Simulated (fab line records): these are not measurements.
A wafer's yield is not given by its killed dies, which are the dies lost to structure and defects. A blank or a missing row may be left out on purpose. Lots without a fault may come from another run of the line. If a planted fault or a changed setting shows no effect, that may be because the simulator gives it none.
Comparing a struck lot with a sound one    flow sky130    16 steps out of a route of 708
Sound: the wafers L723.1, L723.4, L723.5. Wafers struck: L736.2, L736.3, L736.4. At the end, the cause is stated.
Order at every step that has rows: each side's tool, ch and its chambers, its first start. Under that, the readings that differ: sound wafers    struck wafers    difference of the means    sigmas: that difference in standard deviations of wafers without a fault.
alike: readings whose means differ by less than 2 such deviations, and words and numbers that are the same on both sides. not compared: withheld readings, readings that some wafer has no value for, bounds like >300 that may hide the same value, and numbers for which the record gives no deviation and whose values overlap.
A row with sigmas, a row that says differs or no value, or rows on one side alone: a step with any of these is where the two part. Numbers that don't overlap but have no deviation are shown without sigmas and don't part them. Lack of a reading on every wafer of one side parts them only where that side has two or more wafers.

first, 3 steps without rows for these wafers: SKY_SONOS_TUNNEL_EXPOSE_04 (exposes mask TUNM, target cd 410 nm); SKY_SONOS_TUNNEL_PEB_05; SKY_SONOS_TUNNEL_DEVELOP_06 (develop time 60 s).
SKY_SONOS_TUNNEL_CD_MEAS_07: the cd target is 410 nm.
  sound on cdSem-02 at day 12 12:29; struck on cdSem-02 at day 16 18:46
  alike: cdNm
SKY_SONOS_TUNNEL_OVL_MEAS_08:
  sound on overlay-02 at day 12 12:37; struck on overlay-01 at day 16 18:53
  alike: SONOS_TUNNEL_OVL
then, 3 steps without rows for these wafers: SKY_SONOS_TUNNEL_IMPLANT_09; SKY_SONOS_TUNNEL_WET_ETCH_10 (etches SiO2 in dHF, target depth 14 nm, time 280 s); SKY_SONOS_TUNNEL_STRIP_11 (strips in SPM, time 600 s).
SKY_SONOS_TUNNEL_TW_MEAS_12:
  sound on filmMetro-04 at day 12 13:05; struck on filmMetro-03 at day 16 19:20
  alike: SONOS_TUNNEL_TW
then, 2 steps without rows for these wafers: SKY_SONOS_TUNNEL_CLEAN_13 (cleans in dHF, time 20 s); SKY_SONOS_ONO_OXIDATION_00 (stabilise 600 s, purge 300 s, target thk 2.6 nm).
SKY_SONOS_ONO_THK_MEAS_01:
  sound on filmMetro-04 at day 12 19:21; struck on filmMetro-02 at day 16 20:45
reading                       sound           struck          difference  sigmas
SONOS_ONO_OXIDATION_THK (nm)  2.70 2.67 2.65  2.63 2.56 2.53  -0.10       -2
SKY_SONOS_ONO_CVD_02: deposits Si3N4 from DCS/NH3, target thk 10.5 nm, time 180 s.
  sound on lpcvd-02 ch 1, day 12 19:25; struck on lpcvd-02 ch 0, day 16 21:12
reading                                     sound              struck             difference  sigmas
model.Si3N4_of_SONOS_ONO_CVD_02.thkNm (nm)  10.61 10.43 10.47  19.03 18.95 19.19  +8.55       
  alike: susceptorTempC
SKY_SONOS_ONO_THK_MEAS_03:
  sound on filmMetro-02 at day 12 20:59; struck on filmMetro-02 at day 16 22:16
reading                    sound              struck             difference  sigmas
SONOS_ONO_CVD_02_THK (nm)  10.55 10.40 10.51  18.99 18.92 19.16  +8.54       +57
then, 2 steps without rows for these wafers: SKY_SONOS_ONO_CVD_04 (deposits SiO2 from SiH4/N2O, target thk 5.7199 nm); SKY_PAD_OPEN_PROBE_99.

WHERE THEY PART
Earliest at SKY_SONOS_ONO_THK_MEAS_01; latest, in this record, at SKY_SONOS_ONO_THK_MEAS_03.

WHY: what the simulator had put in
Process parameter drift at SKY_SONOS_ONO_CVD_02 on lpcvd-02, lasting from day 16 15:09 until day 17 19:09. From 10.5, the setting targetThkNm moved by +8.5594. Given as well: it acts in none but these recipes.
